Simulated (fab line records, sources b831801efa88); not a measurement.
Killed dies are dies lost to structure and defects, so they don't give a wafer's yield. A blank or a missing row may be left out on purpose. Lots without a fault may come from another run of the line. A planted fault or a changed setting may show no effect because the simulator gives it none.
Which tool did it? | flow gf180mcu | 11 lots, 33 wafers sampled, at 7 steps of a route of 602

WHAT THE GAUGES READ, wafer by wafer
GF_VT_IMPLANT_TW_MEAS_43. Usual: VT_IMPLANT_4_TW 685, standard deviation 5.8.
lot  | measured     | on            | VT_IMPLANT_4_TW | flag
L829 | day 8 01:19  | film_metro-01 | 683 682 681     |
L830 | day 8 07:29  | film_metro-03 | 690 695 690     |
L834 | day 9 12:50  | film_metro-01 | 685 682 680     |
L836 | day 10 01:14 | film_metro-01 | 684 685 686     |
L838 | day 10 15:23 | film_metro-03 | 681 682 685     |
L840 | day 11 07:35 | film_metro-03 | 695 694 692     |
L841 | day 11 14:23 | film_metro-04 | 678 675 670     |
L845 | day 12 20:12 | film_metro-03 | 690 687 691     |
L848 | day 13 13:58 | film_metro-03 | 694 692 689     |
L849 | day 13 21:44 | film_metro-03 | 693 690 690     |
L850 | day 14 04:34 | film_metro-04 | 688 681 683     |

GF_NSD_TW_MEAS_12. Usual: NSD_TW 4221, standard deviation 31.
lot  | measured     | on            | NSD_TW                        | flag
L829 | day 14 00:55 | film_metro-01 | 4172 4169 4173                |
L830 | day 14 09:30 | film_metro-03 | 4228 4227 4220                |
L834 | day 15 20:45 | film_metro-04 | 4205 4214 4205                |
L836 | day 16 10:49 | film_metro-01 | 4201 4190 4158                |
L838 | day 17 04:44 | film_metro-04 | 3954 3941 3950 3954 3948 3942 | OFF
L840 | day 18 03:24 | film_metro-01 | 4222 4224 4210                |
L841 | day 18 10:31 | film_metro-03 | 4008 3994 3998 4004 4000 4006 | OFF
L845 | day 19 23:01 | film_metro-03 | 4253 4269 4282                |
L848 | day 20 17:09 | film_metro-04 | 4238 4239 4238                |
L849 | day 21 04:03 | film_metro-03 | 4267 4265 4270                |
L850 | day 21 13:38 | film_metro-03 | 4243 4232 4244                |

GF_PSD_RS_MEAS_14: measures by four-point-probe. Usual: NSD_RS 46.14 ohm/sq, standard deviation 0.093.
lot  | measured     | on            | NSD_RS (ohm/sq)                     | flag
L829 | day 14 22:31 | film_metro-03 | 46.20 46.18 46.12                   |
L830 | day 15 07:13 | film_metro-04 | 46.03 46.06 45.93                   |
L834 | day 16 19:35 | film_metro-03 | 46.14 46.07 46.07                   |
L836 | day 17 10:28 | film_metro-01 | 46.18 46.20 46.22                   |
L838 | day 18 04:23 | film_metro-01 | 80.33 81.04 81.20 80.23 81.01 81.25 | OFF
L840 | day 19 03:50 | film_metro-04 | 46.11 46.15 46.07                   |
L841 | day 19 11:43 | film_metro-01 | 80.57 81.16 80.78 80.52 81.25 80.92 | OFF
L845 | day 21 00:05 | film_metro-03 | 46.03 45.98 46.08                   |
L848 | day 21 17:47 | film_metro-04 | 46.13 45.99 46.03                   |
L849 | day 22 04:08 | film_metro-04 | 46.05 46.07 46.00                   |
L850 | day 22 14:18 | film_metro-01 | 46.21 46.22 46.29                   |

GF_SAB_OVL_MEAS_10. Usual: SAB_OVL 0.5 nm, standard deviation 1.4.
lot  | measured     | on         | SAB_OVL (nm)   | flag
L829 | day 15 19:49 | overlay-01 | 2.6 1.0 1.3    |
L830 | day 16 04:40 | overlay-01 | 0.8 1.4 0.2    |
L834 | day 17 19:10 | overlay-01 | 3.7 2.2 1.7    |
L836 | day 18 10:34 | overlay-01 | 0.0 -0.3 0.2   |
L840 | day 20 04:52 | overlay-02 | -0.3 -0.6 0.4  |
L845 | day 22 00:04 | overlay-02 | 0.1 -1.4 0.3   |
L848 | day 22 17:22 | overlay-02 | 0.3 0.4 1.5    |
L849 | day 23 03:43 | overlay-01 | -2.0 -3.1 -2.1 |
L850 | day 23 14:22 | overlay-02 | 0.0 -1.0 -0.7  |

GF_SALICIDE_THK_MEAS_05: measures by xrf. Usual: SALICIDE_TIN_THK 19.7 nm, standard deviation 0.31.
lot  | measured     | on            | SALICIDE_TIN_THK (nm) | flag
L829 | day 15 20:24 | film_metro-01 | 19.6 19.2 19.2        |
L830 | day 16 05:13 | film_metro-01 | 19.1 19.6 19.4        |
L834 | day 17 19:42 | film_metro-01 | 19.1 19.1 18.9        |
L836 | day 18 11:17 | film_metro-03 | 20.2 20.2 19.9        |
L840 | day 20 05:24 | film_metro-01 | 19.6 19.3 19.2        |
L845 | day 22 00:40 | film_metro-03 | 19.5 19.7 19.5        |
L848 | day 22 17:55 | film_metro-03 | 19.3 19.6 19.5        |
L849 | day 23 04:17 | film_metro-02 | 19.7 20.3 20.1        |
L850 | day 23 14:55 | film_metro-01 | 19.6 19.9 19.8        |

WHICH TOOL RAN EACH LOT (tool, then ch and the chambers of the sampled wafers, then the start)
lot  | GF_NSD_IMPLANT_09               | GF_NSD_STRIP_11
L829 | implanter-02 ch 0, day 14 00:32 | plasma_asher-02 ch 0,1, day 14 00:50
L830 | implanter-03 ch 0, day 14 09:06 | plasma_asher-03 ch 0,1, day 14 09:24
L834 | implanter-01 ch 0, day 15 20:21 | plasma_asher-02 ch 0, day 15 20:39
L836 | implanter-03 ch 0, day 16 10:25 | plasma_asher-04 ch 0,1, day 16 10:42
L838 | implanter-01 ch 0, day 17 04:20 | plasma_asher-02 ch 1, day 17 04:38
L840 | implanter-02 ch 0, day 18 03:00 | plasma_asher-02 ch 0,1, day 18 03:18
L841 | implanter-01 ch 0, day 18 10:08 | plasma_asher-04 ch 0,1, day 18 10:24
L845 | implanter-03 ch 0, day 19 22:39 | plasma_asher-04 ch 0,1, day 19 22:56
L848 | implanter-01 ch 0, day 20 16:45 | plasma_asher-02 ch 0,1, day 20 17:03
L849 | implanter-01 ch 0, day 21 03:39 | plasma_asher-03 ch 0,1, day 21 03:57
L850 | implanter-02 ch 0, day 21 13:13 | plasma_asher-04 ch 0,1, day 21 13:31
- GF_NSD_IMPLANT_09
- GF_NSD_STRIP_11: strips in O2/N2.

WHAT THE TOOLS THEMSELVES READ (means of the sampled wafers that have a number; where no wafer has one, the mark that the record gives instead)
GF_NSD_IMPLANT_09. Usual: beam_on_s 17.4 s, standard deviation 1.7; dose_ions_cm2 4e+15, standard deviation 4.6e+12; end_station_pressure_torr 1.39e-05 Torr, standard deviation 1.3e-06; faraday_current_uA 12698, standard deviation 1100; tilt_deg 6.999 degrees, standard deviation 0.021.
lot  | tool         | beam_on_s (s) | dose_ions_cm2 | end_station_pressure_torr (Torr) | faraday_current_uA | tilt_deg (degrees) | flag
L829 | implanter-02 | 16.8          | 4e+15         | 1.47e-05                         | 13021              | 6.991              |
L830 | implanter-03 | 15.9          | 4e+15         | 1.45e-05                         | 13702              | 7.008              |
L834 | implanter-01 | 20.3          | 4e+15         | 1.17e-05                         | 10823              | 6.979              |
L836 | implanter-03 | 16.1          | 4e+15         | 1.47e-05                         | 13473              | 7.000              |
L838 | implanter-01 | 9.8           | 7e+14         | 8.37e-06                         | 3998               | 6.996              | OFF
L840 | implanter-02 | 16.8          | 4e+15         | 1.33e-05                         | 12948              | 7.016              |
L841 | implanter-01 | 10.0          | 7e+14         | 8.47e-06                         | 3925               | 6.997              | OFF
L845 | implanter-03 | 15.8          | 4e+15         | 1.43e-05                         | 13790              | 7.011              |
L848 | implanter-01 | 20.0          | 4e+15         | 1.21e-05                         | 11005              | 7.018              |
L849 | implanter-01 | 19.8          | 4e+15         | 1.21e-05                         | 11097              | 6.990              |
L850 | implanter-02 | 16.6          | 4e+15         | 1.51e-05                         | 13193              | 7.016              |

GF_NSD_STRIP_11. Usual: drypump_motor_current_A 5.6 A, standard deviation 0.46; heater_power_w 353 W, standard deviation 36; o2_flow_sccm 3000 sccm, standard deviation 8.1; oes_product_au 0.487 a.u., standard deviation 0.0044; strip_time_to_endpoint_s 22.96 s, standard deviation 0.034.
lot  | tool            | drypump_motor_current_A (A) | heater_power_w (W) | o2_flow_sccm (sccm) | oes_product_au (a.u.) | strip_time_to_endpoint_s (s) | flag
L829 | plasma_asher-02 | 5.7                         | 338                | 3008                | 0.483                 | 22.97                        |
L830 | plasma_asher-03 | 5.6                         | 404                | 2994                | 0.487                 | 22.95                        |
L834 | plasma_asher-02 | 5.6                         | 347                | 3009                | 0.489                 | 23.01                        |
L836 | plasma_asher-04 | 6.1                         | 311                | 3004                | 0.486                 | 22.93                        |
L838 | plasma_asher-02 | 5.7                         | 340                | 3001                | 0.574                 | 17.01                        | OFF
L840 | plasma_asher-02 | 5.7                         | 345                | 2998                | 0.487                 | 22.97                        |
L841 | plasma_asher-04 | 6.0                         | 320                | 3007                | 0.578                 | 17.00                        | OFF
L845 | plasma_asher-04 | 6.0                         | 325                | 3005                | 0.488                 | 23.01                        |
L848 | plasma_asher-02 | 5.7                         | 338                | 3000                | 0.491                 | 22.96                        |
L849 | plasma_asher-03 | 5.6                         | 396                | 3002                | 0.486                 | 22.99                        |
L850 | plasma_asher-04 | 6.1                         | 304                | 2989                | 0.487                 | 22.99                        |

THE ANSWER, worked out from the rows above alone
Rule: a lot is off if the mean of its wafers that have a number lies more than 3 standard deviations from the usual mean. A lot without any number at a reading at which 4 lots or more have one is off too. The other lots that the step has rows for count as sound. The gauges are gone through in route order, then the tools' own readings, and for those a lot's mean is taken as printed above. The first step at which some lot is off is used, and at that step the reading that is off furthest; a lot without a number counts as furthest.
Off: L838, L841, at GF_NSD_TW_MEAS_12 (NSD_TW).
A tool fits if, at a process step before that reading, it ran every lot that is off, and no sound lot after the first of them. The gauges at GF_NSD_TW_MEAS_12 aren't tried: what is off there is off at GF_PSD_RS_MEAS_14 too, on other tools, and a gauge's error can't cause that. None of those tried fits.

WHAT THE SIMULATOR HAD PUT IN
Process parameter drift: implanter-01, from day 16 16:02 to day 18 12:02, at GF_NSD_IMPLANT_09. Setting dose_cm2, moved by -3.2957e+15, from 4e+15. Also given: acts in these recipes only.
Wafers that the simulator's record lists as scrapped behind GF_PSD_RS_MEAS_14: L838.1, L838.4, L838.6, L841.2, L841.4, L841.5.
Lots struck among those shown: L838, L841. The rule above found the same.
